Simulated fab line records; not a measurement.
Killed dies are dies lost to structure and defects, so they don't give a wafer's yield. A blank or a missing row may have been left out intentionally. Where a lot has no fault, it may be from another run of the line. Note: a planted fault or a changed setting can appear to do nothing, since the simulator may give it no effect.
Tool commonality check	flow sky130	Sample size 12 lots and 36 wafers

THE REASON FOR OPENING IT
3 of 12 lots carry a flag on the reading VT_ADJUST_HVTP_TW at SKY_VT_ADJUST_HVTP_TW_MEAS_11. Wafers without a fault read 1359, standard deviation 23.
Rule: a lot is flagged in two cases, either no wafer of it has a number, or all its wafers with numbers fall more than 4 standard deviations from that mean. All remaining lots are regarded as sound.

lot	measured	on	VT_ADJUST_HVTP_TW, wafer by wafer	flag
L605	day 6 11:00	film-metro-04	1390 1379 1397	
L606	day 6 18:54	film-metro-01	1335 1330 1326	
L611	day 7 23:22	film-metro-03	1385 1379 1370	
L612	day 8 10:43	film-metro-01	1147 1148 1144	FLAGGED
L613	day 8 18:33	film-metro-01	1146 1147 1142	FLAGGED
L614	day 8 22:56	film-metro-01	1340 1334 1334	
L616	day 9 08:13	film-metro-04	1178 1177 1180	FLAGGED
L620	day 10 08:28	film-metro-01	1339 1336 1346	
L624	day 11 10:28	film-metro-04	1377 1375 1381	
L625	day 11 17:53	film-metro-01	1329 1337 1333	
L626	day 11 20:28	film-metro-04	1376 1379 1385	
L627	day 12 02:12	film-metro-03	1372 1376 1375	
The numbers of the flagged lots are 1157 on average: -202 against the usual, or -9 standard deviations.

WHICH TOOL EACH LOT WENT THROUGH
The record holds 2 process steps before the reading, out of a route of 708 steps. Read each cell as the tool, then ch plus the chambers that the sampled wafers visited, then the start.
lot	flag	SKY_FIELD_ISO_CMP_27	SKY_VT_ADJUST_HVTP_IMPLANT_09
L605		cmp-01 ch 0,1,3, day 2 15:34	implanter-01 ch 0, day 6 10:46
L606		cmp-01 ch 0,3, day 2 21:01	implanter-04 ch 0, day 6 18:40
L611		cmp-02 ch 0,1,3, day 3 21:31	implanter-03 ch 0, day 7 23:09
L612	FLAGGED	cmp-02 ch 1,3, day 4 03:01	implanter-03 ch 0, day 8 10:29
L613	FLAGGED	cmp-02 ch 0,2,3, day 4 12:48	implanter-03 ch 0, day 8 18:18
L614		cmp-01 ch 2,3, day 4 17:02	implanter-01 ch 0, day 8 22:41
L616	FLAGGED	cmp-02 ch 0,2,3, day 4 23:58	implanter-03 ch 0, day 9 07:58
L620		cmp-02 ch 0,2,3, day 5 21:47	implanter-04 ch 0, day 10 08:13
L624		cmp-01 ch 1,2,3, day 6 19:23	implanter-04 ch 0, day 11 10:14
L625		cmp-02 ch 0,3, day 7 02:01	implanter-04 ch 0, day 11 17:38
L626		cmp-01 ch 0,1,3, day 7 05:22	implanter-04 ch 0, day 11 20:13
L627		cmp-01 ch 0,1,2, day 7 07:27	implanter-01 ch 0, day 12 01:58
These steps, and what they do:
- SKY_FIELD_ISO_CMP_27: polishes, stops on Si3N4, t overpolish 16 s, target thk 457.8 nm.
- SKY_VT_ADJUST_HVTP_IMPLANT_09
- SKY_VT_ADJUST_HVTP_TW_MEAS_11

FLAGGED OVER TOTAL, TOOL BY TOOL (the gauges that took the reading come last)
step	tool	lots run	flagged	share of the flagged lots	sound lots run after its first flagged lot
SKY_FIELD_ISO_CMP_27	cmp-01	6	0	none	-
SKY_FIELD_ISO_CMP_27	cmp-02	6	3	all	2 (L620,L625)
SKY_VT_ADJUST_HVTP_IMPLANT_09	implanter-01	3	0	none	-
SKY_VT_ADJUST_HVTP_IMPLANT_09	implanter-03	4	3	all	0
SKY_VT_ADJUST_HVTP_IMPLANT_09	implanter-04	5	0	none	-
SKY_VT_ADJUST_HVTP_TW_MEAS_11	film-metro-01	6	2	some	3 (L614,L620,L625)
SKY_VT_ADJUST_HVTP_TW_MEAS_11	film-metro-03	2	0	none	-
SKY_VT_ADJUST_HVTP_TW_MEAS_11	film-metro-04	4	1	some	2 (L624,L626)

WHAT IS ALLOWED BY THE TABLE
Every flagged lot went through 2 rows of the table: cmp-02 at SKY_FIELD_ISO_CMP_27 and implanter-03 at SKY_VT_ADJUST_HVTP_IMPLANT_09.
- cmp-02 at SKY_FIELD_ISO_CMP_27: 3 of its 6 lots flagged. After the first flagged lot (L620, L625), sound lots still ran on it; a lasting fault on the whole tool would not permit that.
- implanter-03 at SKY_VT_ADJUST_HVTP_IMPLANT_09: 3 of its 4 lots flagged. It ran its last sound lot, L611, at day 7 23:09 and its first flagged lot, L612, at day 8 10:29: a fault with its onset between the two fits. Its own readings lie more than 4 standard deviations out on every wafer of the flagged lots: dose-ions-cm2, faraday-current-uA.
What remains is a single tool, implanter-03 at SKY_VT_ADJUST_HVTP_IMPLANT_09.

WHAT THE SIMULATOR HAD PUT IN
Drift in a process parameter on implanter-03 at SKY_VT_ADJUST_HVTP_IMPLANT_09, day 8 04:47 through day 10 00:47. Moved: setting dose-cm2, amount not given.
Lots struck among those shown: L612, L613, L616. Same finding as the rule above.
